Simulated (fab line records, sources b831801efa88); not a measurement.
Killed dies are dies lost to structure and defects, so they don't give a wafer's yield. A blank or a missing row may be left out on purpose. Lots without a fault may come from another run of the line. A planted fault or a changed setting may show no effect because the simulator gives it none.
Which tool did it? | flow gf180mcu | 24 lots, 72 wafers sampled, at 3 steps of a route of 602

WHAT THE GAUGES READ, wafer by wafer
GF_V1_RS_MEAS_24: measures by four-point-probe.
lot  | measured     | on            | V1_W_RS (ohm/sq)
L074 | day 18 11:01 | film_metro-01 | 0.326 0.328 0.327
L075 | day 18 14:59 | film_metro-02 | 0.328 0.330 0.323
L076 | day 19 00:47 | film_metro-01 | 0.327 0.326 0.325
L077 | day 19 01:05 | film_metro-03 | 0.331 0.324 0.329
L078 | day 20 02:38 | film_metro-03 | 0.329 0.331 0.334
L079 | day 20 08:41 | film_metro-03 | 0.323 0.328 0.328
L080 | day 20 18:54 | film_metro-03 | 0.336 0.330 0.330
L081 | day 21 11:07 | film_metro-02 | 0.324 0.323 0.323
L082 | day 21 19:38 | film_metro-03 | 0.328 0.334 0.331
L083 | day 21 23:22 | film_metro-03 | 0.333 0.332 0.329
L084 | day 22 09:01 | film_metro-03 | 0.320 0.324 0.324
L085 | day 22 18:14 | film_metro-03 | 0.332 0.331 0.328
L086 | day 22 23:45 | film_metro-01 | 0.326 0.328 0.325
L087 | day 23 04:31 | film_metro-01 | 0.320 0.330 0.325
L089 | day 23 19:10 | film_metro-02 | 0.320 0.319 0.320
L088 | day 23 21:12 | film_metro-01 | 0.323 0.321 0.323
L090 | day 24 03:28 | film_metro-02 | 0.321 0.318 0.321
L091 | day 24 10:22 | film_metro-03 | 0.331 0.325 0.326
L092 | day 24 14:20 | film_metro-02 | 0.330 0.329 0.330
L093 | day 24 16:15 | film_metro-03 | 0.327 0.328 0.324
L094 | day 25 05:04 | film_metro-03 | 0.322 0.325 0.319
L095 | day 25 13:47 | film_metro-01 | 0.332 0.332 0.328
L096 | day 25 18:19 | film_metro-03 | 0.336 0.333 0.334
L097 | day 26 01:11 | film_metro-03 | 0.329 0.333 0.325

WHICH TOOL RAN EACH LOT (tool, then ch and the chambers of the sampled wafers, then the start)
lot  | GF_M1_SPUTTER_00             | GF_M1_SPUTTER_03
L074 | pvd_sputter-04, day 16 11:07 | pvd_sputter-04, day 16 11:16
L075 | pvd_sputter-04, day 16 14:27 | pvd_sputter-04, day 16 14:37
L076 | pvd_sputter-04, day 17 00:02 | pvd_sputter-04, day 17 00:12
L077 | pvd_sputter-02, day 17 00:23 | pvd_sputter-02, day 17 00:33
L078 | pvd_sputter-04, day 18 00:35 | pvd_sputter-04, day 18 00:45
L079 | pvd_sputter-04, day 18 06:51 | pvd_sputter-04, day 18 07:01
L080 | pvd_sputter-03, day 18 16:50 | pvd_sputter-03, day 18 16:59
L081 | pvd_sputter-03, day 19 08:22 | pvd_sputter-03, day 19 08:32
L082 | pvd_sputter-03, day 19 16:28 | pvd_sputter-03, day 19 16:38
L083 | pvd_sputter-03, day 19 20:55 | pvd_sputter-03, day 19 21:04
L084 | pvd_sputter-03, day 20 06:20 | pvd_sputter-03, day 20 06:30
L085 | pvd_sputter-03, day 20 16:04 | pvd_sputter-03, day 20 16:14
L086 | pvd_sputter-03, day 20 21:36 | pvd_sputter-03, day 20 21:46
L087 | pvd_sputter-02, day 20 23:05 | pvd_sputter-02, day 21 01:57
L089 | pvd_sputter-04, day 21 16:39 | pvd_sputter-04, day 21 16:49
L088 | pvd_sputter-03, day 21 18:57 | pvd_sputter-03, day 21 19:07
L090 | pvd_sputter-03, day 22 01:03 | pvd_sputter-03, day 22 01:13
L091 | pvd_sputter-03, day 22 09:03 | pvd_sputter-03, day 22 09:13
L092 | pvd_sputter-04, day 22 12:48 | pvd_sputter-04, day 22 12:58
L093 | pvd_sputter-02, day 22 16:24 | pvd_sputter-02, day 22 16:34
L094 | pvd_sputter-03, day 23 04:42 | pvd_sputter-03, day 23 04:52
L095 | pvd_sputter-04, day 23 15:17 | pvd_sputter-04, day 23 15:26
L096 | pvd_sputter-04, day 23 20:13 | pvd_sputter-04, day 23 20:22
L097 | pvd_sputter-03, day 24 04:08 | pvd_sputter-03, day 24 04:18
- GF_M1_SPUTTER_00: material Ti, target thk 37.5 nm, time 150 s.
- GF_M1_SPUTTER_03: material Ti, target thk 10 nm, time 6.7 s.

WHAT THE TOOLS THEMSELVES READ (means of the sampled wafers that have a number; where no wafer has one, the mark that the record gives instead)
GF_M1_SPUTTER_00.
lot  | tool           | throttle_valve_pct (%)
L074 | pvd_sputter-04 | 29.9
L075 | pvd_sputter-04 | 29.4
L076 | pvd_sputter-04 | 30.1
L077 | pvd_sputter-02 | 29.0
L078 | pvd_sputter-04 | 29.9
L079 | pvd_sputter-04 | 29.9
L080 | pvd_sputter-03 | 31.2
L081 | pvd_sputter-03 | 29.6
L082 | pvd_sputter-03 | 29.6
L083 | pvd_sputter-03 | 30.2
L084 | pvd_sputter-03 | 30.2
L085 | pvd_sputter-03 | 32.0
L086 | pvd_sputter-03 | 29.7
L087 | pvd_sputter-02 | 29.2
L089 | pvd_sputter-04 | 30.0
L088 | pvd_sputter-03 | 28.9
L090 | pvd_sputter-03 | 29.5
L091 | pvd_sputter-03 | 31.1
L092 | pvd_sputter-04 | 29.4
L093 | pvd_sputter-02 | 29.3
L094 | pvd_sputter-03 | 29.8
L095 | pvd_sputter-04 | 29.3
L096 | pvd_sputter-04 | 28.9
L097 | pvd_sputter-03 | 28.9

GF_M1_SPUTTER_03.
lot  | tool           | throttle_valve_pct (%)
L074 | pvd_sputter-04 | 30.0
L075 | pvd_sputter-04 | 29.4
L076 | pvd_sputter-04 | 30.0
L077 | pvd_sputter-02 | 28.9
L078 | pvd_sputter-04 | 30.0
L079 | pvd_sputter-04 | 30.0
L080 | pvd_sputter-03 | 31.2
L081 | pvd_sputter-03 | 29.7
L082 | pvd_sputter-03 | 29.6
L083 | pvd_sputter-03 | 30.3
L084 | pvd_sputter-03 | 30.2
L085 | pvd_sputter-03 | 31.9
L086 | pvd_sputter-03 | 29.7
L087 | pvd_sputter-02 | 29.0
L089 | pvd_sputter-04 | 30.0
L088 | pvd_sputter-03 | 29.0
L090 | pvd_sputter-03 | 29.6
L091 | pvd_sputter-03 | 31.0
L092 | pvd_sputter-04 | 29.3
L093 | pvd_sputter-02 | 29.2
L094 | pvd_sputter-03 | 29.5
L095 | pvd_sputter-04 | 29.5
L096 | pvd_sputter-04 | 29.0
L097 | pvd_sputter-03 | 28.8

THE ANSWER, worked out from the rows above alone
Rule: what is usual is taken from the lots themselves. Put in order of their means at a reading, lots are off if they are a third of the lots or fewer, leave a main group of 4 or more, and stand apart from it by a gap of 3 or more times the standard deviation of the main group's means; of several such gaps the widest counts. A main group whose means are all the same, to the digits that the tables above print for the reading, isn't used. A lot without any number at a reading at which 4 lots or more have one is off too. The other lots that the step has rows for count as sound. The gauges are gone through in route order, then the tools' own readings, and for those a lot's mean is taken as printed above. The first step at which some lot is off is used, and at that step the reading that is off furthest; a lot without a number counts as furthest.
No lot is off at any reading shown: from this, nothing can be told.

WHAT THE SIMULATOR HAD PUT IN
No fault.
